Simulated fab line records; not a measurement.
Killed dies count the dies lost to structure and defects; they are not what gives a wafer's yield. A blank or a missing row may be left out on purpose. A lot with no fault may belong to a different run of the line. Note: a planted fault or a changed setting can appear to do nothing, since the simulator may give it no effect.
fab line records ; flow sky130 ; part 1 of 2: steps 1 to 26 of 37
record lots=5; wafers=15; last_day=49
route steps=708 shown METAL5@671 PASSIVATION@681 PAD_OPEN@694
lots that met no fault: from a run of the same line without faults
start_h: start of the lot's first displayed wafer, in hours after the record's first day ; wait_h: hours from the lot's prior step to this one ; " repeats the value in the row above ; L1.1+2: several wafers, shown together as one row ; - no value present, or no start provided ; * or withheld: withheld ; < > ~ a bound
route shown NAME@n: names a module that has steps shown in the file, with the first one's number in the route ; usual: mean/standard deviation taken from wafers without a fault ; same: alike in all rows ; chamber/n: place in a boat ; sites: per-site readings ; _std_site: how widely they spread, as a standard deviation ; _edge_site: mean of outer sites minus mean of inner sites ; radius_mm: how far each site lies from the wafer's centre ; mask NAME#n: copy n ; behind: tool/chamber where the wafer was last shaped ; hold: what put the lot on hold/how long, in hours/how the hold closed ; device: the transistor (n, p or np) that didn't switch ; end of line: the same wafers' tests at the end of the route ; step lacking rows: just its recipe ; killed: the dies lost at the first sort to structure and to defects; this is not the yield of the wafer ; map: per-die view of a wafer (x killed, . not killed, _ where there is no die)
set.NAME: the setting that was run; set.NAME@STEP: the one run at that earlier step ; model.NAME: the simulator's own value behind a step, which no gauge read
certain route steps with their lots: each step a table, each wafer a row
services: the hour from which a tool's chamber was out of use, counted from the record's first day as start_h (under 0 if before that day), plus the number of hours and why
## steps
# step SKY_METAL5_SOFTBAKE_10
# recipe temp_c=90; time_s=60; resist=NOVOLAK
# usual plate_temp_C=90.04/0.13
lot.wafer;tool;chamber;start_h;wait_h;plate_temp_C
L077.1;litho_track-03;0;1049.52;0.1;90.23
L077.4;litho_track-03;0;1049.52;0.1;90.00
L077.6;litho_track-03;0;1049.52;0.1;90.14
L079.1;litho_track-03;0;1052.92;0.1;89.99
L079.5;litho_track-03;0;1052.92;0.1;90.23
L079.6;litho_track-03;0;1052.92;0.1;89.99
L088.4;litho_track-02;0;1121.77;0.1;90.24
L088.5;litho_track-02;0;1121.77;0.1;90.29
L088.6;litho_track-02;0;1121.77;0.1;90.15
L090.2;litho_track-02;0;1132.72;0.1;90.36
L090.4;litho_track-02;0;1132.72;0.1;90.27
L090.6;litho_track-02;0;1132.72;0.1;90.20
L089.1;litho_track-02;0;1134.44;0.1;89.85
L089.3;litho_track-02;0;1134.44;0.1;89.89
L089.5;litho_track-02;0;1134.44;0.1;89.88
# step SKY_METAL5_EXPOSE_11
# recipe mask_id=MM5; na=0.6; source_shape=conventional; sigma_outer=0.6; polarization=unpolarized; target_cd_nm=1600; dose_mj=190
# usual exposure_dose_mJ_cm2=189.97/0.18; focus_offset_nm=0.1/0.49; reticle_temp_C=23.00/0.11
lot.wafer;tool;chamber;start_h;wait_h;mask;exposure_dose_mJ_cm2;focus_offset_nm;reticle_temp_C
L077.1;iline_stepper-02;0;-;-;MM5#0;190.16;0.1;23.26
L077.4;iline_stepper-02;0;-;-;MM5#0;190.26;0.4;23.08
L077.6;iline_stepper-02;0;-;-;MM5#0;190.24;0.0;23.20
L079.1;iline_stepper-02;0;-;-;MM5#0;189.99;0.7;23.01
L079.5;iline_stepper-02;0;-;-;MM5#0;189.97;0.8;23.06
L079.6;iline_stepper-02;0;-;-;MM5#0;189.99;0.9;23.08
L088.4;iline_stepper-01;0;-;-;MM5#0;190.12;-0.1;22.98
L088.5;iline_stepper-01;0;-;-;MM5#0;190.01;-0.3;23.02
L088.6;iline_stepper-01;0;-;-;MM5#0;190.00;-0.2;22.99
L090.2;iline_stepper-01;0;-;-;MM5#0;189.62;-0.1;23.06
L090.4;iline_stepper-01;0;-;-;MM5#0;190.08;-0.2;22.98
L090.6;iline_stepper-01;0;-;-;MM5#0;190.12;-0.8;23.04
L089.1;iline_stepper-02;0;-;-;MM5#0;189.92;-0.6;23.07
L089.3;iline_stepper-02;0;-;-;MM5#0;190.05;0.0;23.12
L089.5;iline_stepper-02;0;-;-;MM5#0;189.82;0.2;23.02
# step SKY_METAL5_PEB_12
# recipe temp_c=withheld; time_s=*; resist=NOVOLAK
lot.wafer;tool;chamber;start_h;wait_h
L077.1+4+6;litho_track-03;0;-;-
L079.1+5+6;litho_track-01;0;-;-
L088.4+5+6;litho_track-01;0;-;-
L090.2+4+6;litho_track-01;0;-;-
L089.1+3+5;litho_track-01;0;-;-
# step SKY_METAL5_DEVELOP_13
# recipe resist=NOVOLAK; developer=TMAH; develop_time_s=60; dev_temp_c=23
lot.wafer;tool;chamber;start_h;wait_h
L077.1+4+6;litho_track-03;0;1059.82;0.1
L079.1+5+6;litho_track-01;0;1063.76;0.1
L088.4+5+6;litho_track-01;0;1131.34;0.1
L090.2+4+6;litho_track-01;0;1142.14;0.1
L089.1+3+5;litho_track-01;0;1143.56;0.1
# step SKY_METAL5_DESCUM_14
# recipe chemistry=O2; source_power_w=150; bias_power_w=0; pressure_mtorr=10; temp_c=40; time_s=11
# usual drypump_motor_current_A=5.8/0.45; he_backside_leak_sccm=3.49/0.29; oes_product_au=1.003/0.015
lot.wafer;tool;chamber;start_h;wait_h;drypump_motor_current_A;he_backside_leak_sccm;oes_product_au;rf_hours_counter_h
L077.1;rie_metal-03;0;1059.97;0.1;5.7;3.30;0.993;1
L077.4;rie_metal-03;0;1059.97;0.1;5.7;3.36;0.998;-
L077.6;rie_metal-03;0;1059.97;0.1;5.7;3.27;0.992;-
L079.1;rie_metal-04;0;1063.91;0.1;4.8;3.53;0.981;16
L079.5;rie_metal-04;1;1063.91;0.1;6.1;3.69;0.998;-
L079.6;rie_metal-04;0;1063.91;0.1;4.8;3.50;0.976;-
L088.4;rie_metal-03;0;1131.42;0.1;5.7;3.27;0.994;-
L088.5;rie_metal-03;1;1131.42;0.1;6.1;3.57;1.028;-
L088.6;rie_metal-03;0;1131.42;0.1;5.7;3.22;0.994;-
L090.2;rie_metal-04;0;1142.26;0.1;4.8;3.55;0.998;20
L090.4;rie_metal-04;0;1142.26;0.1;4.8;3.62;0.980;-
L090.6;rie_metal-04;1;1142.26;0.1;6.0;3.50;1.013;-
L089.1;rie_metal-02;0;1143.71;0.1;5.9;3.33;0.987;18
L089.3;rie_metal-02;0;1143.71;0.1;6.0;3.40;0.983;-
L089.5;rie_metal-02;0;1143.71;0.1;5.9;3.47;0.984;-
# step SKY_METAL5_METAL_ETCH_15
# recipe target_depth_a=12600; stop_on=SiO2; over_etch_frac=0.2; time_s=252; chemistry=Cl2/BCl3; resist_sidewall_deg=86; pressure_mtorr=10; icp_w=900; bias_w=48.5; Cl2_flow_sccm=60; bcl3_flow_sccm=30
# usual drypump_motor_current_A=5.8/0.44; he_backside_leak_sccm=3.44/0.14; oes_product_au=0.894/0.0054; throttle_valve_pct=22.264/0.0088
lot.wafer;tool;chamber;start_h;wait_h;drypump_motor_current_A;he_backside_leak_sccm;oes_product_au;rf_hours_counter_h;throttle_valve_pct
L077.1;rie_metal-03;0;1060.00;0.0;5.7;3.19;0.881;1;22.249
L077.4;rie_metal-03;0;1060.00;0.0;5.7;3.34;0.902;-;22.265
L077.6;rie_metal-03;0;1060.00;0.0;5.7;3.31;0.895;-;22.266
L079.1;rie_metal-04;0;1063.94;0.0;4.8;3.56;0.893;16;22.266
L079.5;rie_metal-04;1;1063.94;0.0;6.0;3.38;0.894;-;22.256
L079.6;rie_metal-04;0;1063.94;0.0;4.8;3.58;0.885;-;22.266
L088.4;rie_metal-03;0;1131.52;0.1;5.7;3.17;0.896;-;22.259
L088.5;rie_metal-03;1;1131.52;0.1;6.1;3.42;0.895;-;22.250
L088.6;rie_metal-03;0;1131.52;0.1;5.7;3.16;0.893;-;22.258
L090.2;rie_metal-04;0;1142.29;0.0;4.8;3.59;0.896;20;22.268
L090.4;rie_metal-04;0;1142.29;0.0;4.8;3.46;0.888;-;22.247
L090.6;rie_metal-04;1;1142.29;0.0;6.0;3.54;0.893;-;22.264
L089.1;rie_metal-02;0;1143.74;0.0;5.9;3.38;0.907;18;22.262
L089.3;rie_metal-02;0;1143.74;0.0;5.9;3.40;0.895;-;22.266
L089.5;rie_metal-02;0;1143.74;0.0;5.9;3.49;0.887;-;22.256
# step SKY_METAL5_STRIP_16
# recipe chemistry=O2/N2; power_w=1400; pressure_mtorr=1500; platen_temp_c=withheld; o2_flow_sccm=3000; n2_flow_sccm=300; overash_fraction=0.5
# usual drypump_motor_current_A=5.5/0.37; oes_product_au=0.711/0.0044; strip_time_to_endpoint_s=13.03/0.18
# same overash_fraction=0.5
lot.wafer;tool;chamber;start_h;wait_h;drypump_motor_current_A;oes_product_au;rf_hours_counter_h;strip_time_to_endpoint_s
L077.1;plasma_asher-04;0;1060.24;0.2;5.7;0.711;91;13.24
L077.4;plasma_asher-04;1;1060.24;0.2;5.1;0.704;-;13.15
L077.6;plasma_asher-04;1;1060.24;0.2;5.1;0.709;-;13.09
L079.1;plasma_asher-04;1;1064.18;0.2;5.1;0.712;91;13.37
L079.5;plasma_asher-04;1;1064.18;0.2;5.1;0.706;-;13.13
L079.6;plasma_asher-04;0;1064.18;0.2;5.7;0.709;-;13.32
L088.4;plasma_asher-04;1;1131.71;0.1;5.1;0.707;-;13.15
L088.5;plasma_asher-04;1;1131.71;0.1;5.1;0.706;-;12.75
L088.6;plasma_asher-04;0;1131.71;0.1;5.7;0.704;-;13.08
L090.2;plasma_asher-02;1;1142.53;0.2;5.4;0.706;7;13.07
L090.4;plasma_asher-02;0;1142.53;0.2;6.0;0.710;-;13.05
L090.6;plasma_asher-02;1;1142.53;0.2;5.4;0.707;-;12.87
L089.1;plasma_asher-04;1;1143.98;0.2;5.0;0.717;99;13.13
L089.3;plasma_asher-04;1;1143.98;0.2;5.1;0.713;-;13.11
L089.5;plasma_asher-04;1;1143.98;0.2;5.0;0.710;-;13.11
# step SKY_METAL5_STRIP_17
# recipe chemistry=post_etch_residue_remover; time_s=1200; temp_c=72.5
lot.wafer;tool;chamber;start_h;wait_h
L077.1+4+6;wet_bench-01;2;1060.34;0.1
L079.1+5+6;wet_bench-03;3;1064.28;0.1
L088.4+5+6;wet_bench-01;0;1131.78;0.0
L090.2+4+6;wet_bench-02;0;1142.63;0.1
L089.1+3+5;wet_bench-02;0;1144.08;0.1
# step SKY_METAL5_CLEAN_18
# recipe chemistry=IPA; time_s=180; temp_c=25
lot.wafer;tool;chamber;start_h;wait_h
L077.1+4+6;wet_bench-01;3;1060.68;0.0
L079.1+5+6;wet_bench-02;2;1064.62;0.0
L088.4+5+6;wet_bench-03;1;1132.12;0.0
L090.2+4+6;wet_bench-01;1;1143.00;0.0
L089.1+3+5;wet_bench-03;0;1144.45;0.0
# step SKY_METAL5_CLEAN_19
# recipe chemistry=O3/DIW; dry=n2_spin
lot.wafer;tool;chamber;start_h;wait_h
L077.1+4+6;wet_bench-01;1;1060.74;0.0
L079.1+5+6;wet_bench-02;1;1064.69;0.0
L088.4+5+6;wet_bench-01;0;1132.18;0.0
L090.2+4+6;wet_bench-02;0;1143.06;0.0
L089.1+3+5;wet_bench-02;1;1144.51;0.0
# step SKY_PASSIVATION_CVD_00
# recipe material=SiO2; target_thk_nm=90; temp_c=400; time_s=withheld; rf_w=600
# usual heater_power_w=645/65
lot.wafer;tool;chamber;start_h;wait_h;heater_power_w
L077.1;pecvd-03;2;1060.83;0.0;560
L077.4;pecvd-03;2;1060.83;0.0;550
L077.6;pecvd-03;0;1060.83;0.0;547
L079.1;pecvd-02;1;1064.80;0.0;666
L079.5;pecvd-02;0;1064.80;0.0;744
L079.6;pecvd-02;2;1064.80;0.0;650
L088.4;pecvd-03;0;1132.28;0.0;527
L088.5;pecvd-03;1;1132.28;0.0;644
L088.6;pecvd-03;2;1132.28;0.0;536
L090.2;pecvd-01;2;1143.16;0.0;720
L090.4;pecvd-01;2;1143.16;0.0;732
L090.6;pecvd-01;0;1143.16;0.0;672
L089.1;pecvd-02;1;1144.61;0.0;697
L089.3;pecvd-02;2;1144.61;0.0;624
L089.5;pecvd-02;2;1144.61;0.0;619
# step SKY_PASSIVATION_THK_MEAS_01
# recipe reads=SiO2_of_PASSIVATION_CVD_00
# usual PASSIVATION_CVD_00_THK=89.7/1.2
lot.wafer;tool;chamber;start_h;wait_h;PASSIVATION_CVD_00_THK[nm]
L077.1;film_metro-04;-;1060.85;-;88.3
L077.4;film_metro-04;-;1060.85;-;90.5
L077.6;film_metro-04;-;1060.85;-;90.5
L079.1;film_metro-04;-;1064.82;-;88.6
L079.5;film_metro-04;-;1064.82;-;89.2
L079.6;film_metro-04;-;1064.82;-;89.5
L088.4;film_metro-04;-;1132.32;-;91.3
L088.5;film_metro-04;-;1132.32;-;90.2
L088.6;film_metro-04;-;1132.32;-;89.6
L090.2;film_metro-01;-;1143.19;-;89.6
L090.4;film_metro-01;-;1143.19;-;89.1
L090.6;film_metro-01;-;1143.19;-;92.7
L089.1;film_metro-01;-;1144.63;-;88.4
L089.3;film_metro-01;-;1144.63;-;87.9
L089.5;film_metro-01;-;1144.63;-;88.5
# step SKY_PASSIVATION_CVD_02
# recipe material=Si3N4; target_thk_nm=540; temp_c=400; time_s=withheld; rf_w=444.5
# usual heater_power_w=689/90
lot.wafer;tool;chamber;start_h;wait_h;heater_power_w
L077.1;pecvd-01;2;1060.91;0.1;766
L077.4;pecvd-01;0;1060.91;0.1;747
L077.6;pecvd-01;1;1060.91;0.1;696
L079.1;pecvd-01;0;1064.88;0.1;774
L079.5;pecvd-01;1;1064.88;0.1;672
L079.6;pecvd-01;0;1064.88;0.1;825
L088.4;pecvd-01;2;1132.47;0.1;762
L088.5;pecvd-01;0;1132.47;0.1;819
L088.6;pecvd-01;1;1132.47;0.1;725
L090.2;pecvd-03;2;1143.24;0.0;537
L090.4;pecvd-03;1;1143.24;0.0;608
L090.6;pecvd-03;0;1143.24;0.0;543
L089.1;pecvd-03;1;1144.69;0.1;727
L089.3;pecvd-03;0;1144.69;0.1;577
L089.5;pecvd-03;2;1144.69;0.1;593
# step SKY_PASSIVATION_THK_MEAS_03
# recipe reads=Si3N4_of_PASSIVATION_CVD_02
# usual PASSIVATION_CVD_02_THK=543/7.3
lot.wafer;tool;chamber;start_h;wait_h;PASSIVATION_CVD_02_THK[nm]
L077.1;film_metro-04;-;1061.14;-;522
L077.4;film_metro-04;-;1061.14;-;547
L077.6;film_metro-04;-;1061.14;-;542
L079.1;film_metro-04;-;1065.11;-;547
L079.5;film_metro-04;-;1065.11;-;549
L079.6;film_metro-04;-;1065.11;-;557
L088.4;film_metro-04;-;1132.61;-;544
L088.5;film_metro-04;-;1132.61;-;552
L088.6;film_metro-04;-;1132.61;-;550
L090.2;film_metro-02;-;1143.48;-;543
L090.4;film_metro-02;-;1143.48;-;544
L090.6;film_metro-02;-;1143.48;-;550
L089.1;film_metro-04;-;1144.92;-;542
L089.3;film_metro-04;-;1144.92;-;538
L089.5;film_metro-04;-;1144.92;-;547
# step SKY_PASSIVATION_DEHYDRATE_04
# recipe temp_c=200; time_s=60
# usual plate_temp_C=199.97/0.19
lot.wafer;tool;chamber;start_h;wait_h;plate_temp_C
L077.1;litho_track-03;0;1071.77;10.6;200.27
L077.4;litho_track-03;0;1071.77;10.6;200.14
L077.6;litho_track-03;0;1071.77;10.6;200.24
L079.1;litho_track-04;0;1075.60;10.5;200.22
L079.5;litho_track-04;0;1075.60;10.5;200.03
L079.6;litho_track-04;0;1075.60;10.5;199.77
L088.4;litho_track-01;0;1141.39;8.8;199.96
L088.5;litho_track-01;0;1141.39;8.8;199.78
L088.6;litho_track-01;0;1141.39;8.8;200.09
L090.2;litho_track-04;0;1151.78;8.3;199.90
L090.4;litho_track-04;0;1151.78;8.3;199.83
L090.6;litho_track-04;0;1151.78;8.3;200.03
L089.1;litho_track-03;0;1153.12;8.2;199.70
L089.3;litho_track-03;0;1153.12;8.2;200.02
L089.5;litho_track-03;0;1153.12;8.2;199.92
# step SKY_PASSIVATION_HMDS_05
# recipe prime_time_s=60; prime_temp_c=120
lot.wafer;tool;chamber;start_h;wait_h
L077.1+4+6;litho_track-03;0;1071.92;0.1
L079.1+5+6;litho_track-04;0;1075.75;0.1
L088.4+5+6;litho_track-01;0;1141.54;0.1
L090.2+4+6;litho_track-04;0;1151.93;0.1
L089.1+3+5;litho_track-03;0;1153.27;0.1
# step SKY_PASSIVATION_COAT_06
# recipe spin_rpm=2000; resist_thk_nm=3000
lot.wafer;tool;chamber;start_h;wait_h
L077.1+4+6;litho_track-03;0;1072.07;0.1
L079.1+5+6;litho_track-04;0;1075.90;0.1
L088.4+5+6;litho_track-01;0;1141.69;0.1
L090.2+4+6;litho_track-04;0;1152.08;0.1
L089.1+3+5;litho_track-03;0;1153.42;0.1
# step SKY_PASSIVATION_SOFTBAKE_07
# recipe temp_c=110; time_s=withheld
# usual plate_temp_C=110.02/0.15
lot.wafer;tool;chamber;start_h;wait_h;plate_temp_C
L077.1;litho_track-03;0;1072.22;0.1;110.01
L077.4;litho_track-03;0;1072.22;0.1;110.06
L077.6;litho_track-03;0;1072.22;0.1;110.01
L079.1;litho_track-04;0;1076.05;0.1;109.83
L079.5;litho_track-04;0;1076.05;0.1;110.07
L079.6;litho_track-04;0;1076.05;0.1;110.17
L088.4;litho_track-01;0;1141.86;0.1;109.86
L088.5;litho_track-01;0;1141.86;0.1;110.01
L088.6;litho_track-01;0;1141.86;0.1;109.99
L090.2;litho_track-04;0;1152.24;0.1;109.89
L090.4;litho_track-04;0;1152.24;0.1;109.78
L090.6;litho_track-04;0;1152.24;0.1;109.93
L089.1;litho_track-03;0;1153.57;0.1;109.91
L089.3;litho_track-03;0;1153.57;0.1;110.10
L089.5;litho_track-03;0;1153.57;0.1;110.09
# step SKY_PASSIVATION_EXPOSE_08
# recipe mask_id=NSM; target_cd_nm=3000; na=0.57; dose_mj=260
# usual exposure_dose_mJ_cm2=259.96/0.27; focus_offset_nm=0.2/0.5; reticle_temp_C=23.00/0.093
lot.wafer;tool;chamber;start_h;wait_h;mask;exposure_dose_mJ_cm2;focus_offset_nm;reticle_temp_C
L077.1;iline_stepper-02;0;-;-;NSM#0;259.48;-0.3;22.91
L077.4;iline_stepper-02;0;-;-;NSM#0;259.79;1.1;23.01
L077.6;iline_stepper-02;0;-;-;NSM#0;259.75;-0.8;23.09
L079.1;iline_stepper-02;0;-;-;NSM#0;259.97;-0.6;22.84
L079.5;iline_stepper-02;0;-;-;NSM#0;260.00;0.2;23.08
L079.6;iline_stepper-02;0;-;-;NSM#0;260.01;0.5;23.01
L088.4;iline_stepper-02;0;-;-;NSM#0;259.70;-0.5;23.05
L088.5;iline_stepper-02;0;-;-;NSM#0;259.90;-0.6;22.98
L088.6;iline_stepper-02;0;-;-;NSM#0;260.01;-0.3;23.05
L090.2;iline_stepper-02;0;-;-;NSM#0;259.94;0.8;22.98
L090.4;iline_stepper-02;0;-;-;NSM#0;259.81;0.4;23.00
L090.6;iline_stepper-02;0;-;-;NSM#0;259.80;0.2;23.05
L089.1;iline_stepper-01;0;-;-;NSM#0;260.30;0.6;23.01
L089.3;iline_stepper-01;0;-;-;NSM#0;259.90;0.3;23.02
L089.5;iline_stepper-01;0;-;-;NSM#0;260.22;-0.3;23.11
# step SKY_PASSIVATION_PEB_09
# recipe temp_c=115; time_s=withheld
# usual plate_temp_C=115.00/0.15
lot.wafer;tool;chamber;start_h;wait_h;plate_temp_C
L077.1;litho_track-01;0;-;-;115.12
L077.4;litho_track-01;0;-;-;115.20
L077.6;litho_track-01;0;-;-;115.23
L079.1;litho_track-03;0;-;-;114.93
L079.5;litho_track-03;0;-;-;114.86
L079.6;litho_track-03;0;-;-;114.87
L088.4;litho_track-04;0;-;-;115.02
L088.5;litho_track-04;0;-;-;115.11
L088.6;litho_track-04;0;-;-;114.90
L090.2;litho_track-01;0;-;-;114.90
L090.4;litho_track-01;0;-;-;115.05
L090.6;litho_track-01;0;-;-;114.99
L089.1;litho_track-03;0;-;-;114.77
L089.3;litho_track-03;0;-;-;114.83
L089.5;litho_track-03;0;-;-;114.64
# step SKY_PASSIVATION_DEVELOP_10
# recipe develop_time_s=60; dev_temp_c=23
lot.wafer;tool;chamber;start_h;wait_h
L077.1+4+6;litho_track-01;0;-;-
L079.1+5+6;litho_track-03;0;-;-
L088.4+5+6;litho_track-04;0;-;-
L090.2+4+6;litho_track-01;0;-;-
L089.1+3+5;litho_track-03;0;-;-
# step SKY_PASSIVATION_ETCH_11
# recipe chemistry=CF4/O2; target_depth_nm=725; stop_on=AlCu; source_w=800; bias_w=150; pressure_mtorr=150; cf4_flow_sccm=80; O2_flow_sccm=10; time_s=161.1
# usual drypump_motor_current_A=5.4/0.33; oes_product_au=0.977/0.0091; throttle_valve_pct=5.965/0.0091
lot.wafer;tool;chamber;start_h;wait_h;drypump_motor_current_A;oes_product_au;rf_hours_counter_h;throttle_valve_pct
L077.1;rie_diel-04;0;1082.46;-;5.6;0.960;11;5.967
L077.4;rie_diel-04;2;1082.46;-;5.8;0.978;-;5.964
L077.6;rie_diel-04;0;1082.46;-;5.6;0.969;-;5.953
L079.1;rie_diel-04;2;1087.17;-;5.8;0.980;24;5.971
L079.5;rie_diel-04;2;1087.17;-;5.8;0.978;-;5.954
L079.6;rie_diel-04;1;1087.17;-;5.2;0.963;-;5.954
L088.4;rie_diel-02;2;1150.20;-;5.0;0.993;29;5.955
L088.5;rie_diel-02;0;1150.20;-;5.0;0.979;-;5.976
L088.6;rie_diel-02;1;1150.20;-;5.2;0.982;-;5.956
L090.2;rie_diel-01;2;1161.76;-;4.7;0.978;13;5.979
L090.4;rie_diel-01;1;1161.76;-;5.2;0.978;14;5.973
L090.6;rie_diel-01;3;1161.76;-;5.8;0.994;-;5.941
L089.1;rie_diel-04;2;1163.07;-;5.9;0.973;27;5.974
L089.3;rie_diel-04;1;1163.07;-;5.2;0.958;29;5.969
L089.5;rie_diel-04;1;1163.07;-;5.1;0.957;-;5.964
# step SKY_PASSIVATION_STRIP_12
# recipe chemistry=O2/N2; power_w=1400; pressure_mtorr=1500; platen_temp_c=withheld; overash_fraction=0.7; o2_flow_sccm=3000; n2_flow_sccm=300
# usual drypump_motor_current_A=5.5/0.43; oes_product_au=0.661/0.0044; strip_time_to_endpoint_s=31.54/0.18
# same overash_fraction=0.7
lot.wafer;tool;chamber;start_h;wait_h;drypump_motor_current_A;oes_product_au;rf_hours_counter_h;strip_time_to_endpoint_s
L077.1;plasma_asher-02;1;1082.57;0.1;5.4;0.661;2;31.65
L077.4;plasma_asher-02;1;1082.57;0.1;5.4;0.658;-;31.70
L077.6;plasma_asher-02;1;1082.57;0.1;5.4;0.668;-;31.67
L079.1;plasma_asher-04;0;1087.28;0.1;5.7;0.665;93;31.65
L079.5;plasma_asher-04;0;1087.28;0.1;5.7;0.657;-;31.61
L079.6;plasma_asher-04;1;1087.28;0.1;5.0;0.663;-;31.90
L088.4;plasma_asher-04;0;1150.34;0.1;5.7;0.657;-;31.53
L088.5;plasma_asher-04;0;1150.34;0.1;5.7;0.664;-;31.43
L088.6;plasma_asher-04;1;1150.34;0.1;5.1;0.661;-;31.51
L090.2;plasma_asher-03;0;1161.87;0.1;6.0;0.666;40;31.51
L090.4;plasma_asher-03;1;1161.87;0.1;5.0;0.671;-;31.42
L090.6;plasma_asher-03;0;1161.87;0.1;6.0;0.659;-;31.42
L089.1;plasma_asher-04;1;1163.18;0.1;5.1;0.658;101;31.63
L089.3;plasma_asher-04;0;1163.18;0.1;5.7;0.661;-;32.01
L089.5;plasma_asher-04;1;1163.18;0.1;5.0;0.658;-;31.91
# step SKY_PAD_OPEN_DEHYDRATE_00
# recipe temp_c=200; time_s=60
# usual plate_temp_C=200.01/0.15
lot.wafer;tool;chamber;start_h;wait_h;plate_temp_C
L077.1;litho_track-04;0;1093.10;10.5;199.95
L077.4;litho_track-04;0;1093.10;10.5;199.99
L077.6;litho_track-04;0;1093.10;10.5;199.96
L079.1;litho_track-02;0;1097.99;10.7;199.92
L079.5;litho_track-02;0;1097.99;10.7;199.91
L079.6;litho_track-02;0;1097.99;10.7;199.82
L088.4;litho_track-02;0;1159.37;9.0;200.15
L088.5;litho_track-02;0;1159.37;9.0;199.95
L088.6;litho_track-02;0;1159.37;9.0;200.11
L090.2;litho_track-04;0;1169.58;7.7;199.90
L090.4;litho_track-04;0;1169.58;7.7;200.04
L090.6;litho_track-04;0;1169.58;7.7;199.87
L089.1;litho_track-02;0;1170.84;7.6;200.23
L089.3;litho_track-02;0;1170.84;7.6;200.12
L089.5;litho_track-02;0;1170.84;7.6;200.35
# step SKY_PAD_OPEN_HMDS_01
# recipe prime_time_s=60; prime_temp_c=118.8
lot.wafer;tool;chamber;start_h;wait_h
L077.1+4+6;litho_track-04;0;1093.25;0.1
L079.1+5+6;litho_track-02;0;1098.14;0.1
L088.4+5+6;litho_track-02;0;1159.52;0.1
L090.2+4+6;litho_track-04;0;1169.73;0.1
L089.1+3+5;litho_track-02;0;1170.99;0.1
# step SKY_PAD_OPEN_COAT_02
# recipe spin_rpm=2000; resist_thk_nm=3000
lot.wafer;tool;chamber;start_h;wait_h
L077.1+4+6;litho_track-04;0;1093.40;0.1
L079.1+5+6;litho_track-02;0;1098.29;0.1
L088.4+5+6;litho_track-02;0;1159.67;0.1
L090.2+4+6;litho_track-04;0;1169.88;0.1
L089.1+3+5;litho_track-02;0;1171.14;0.1
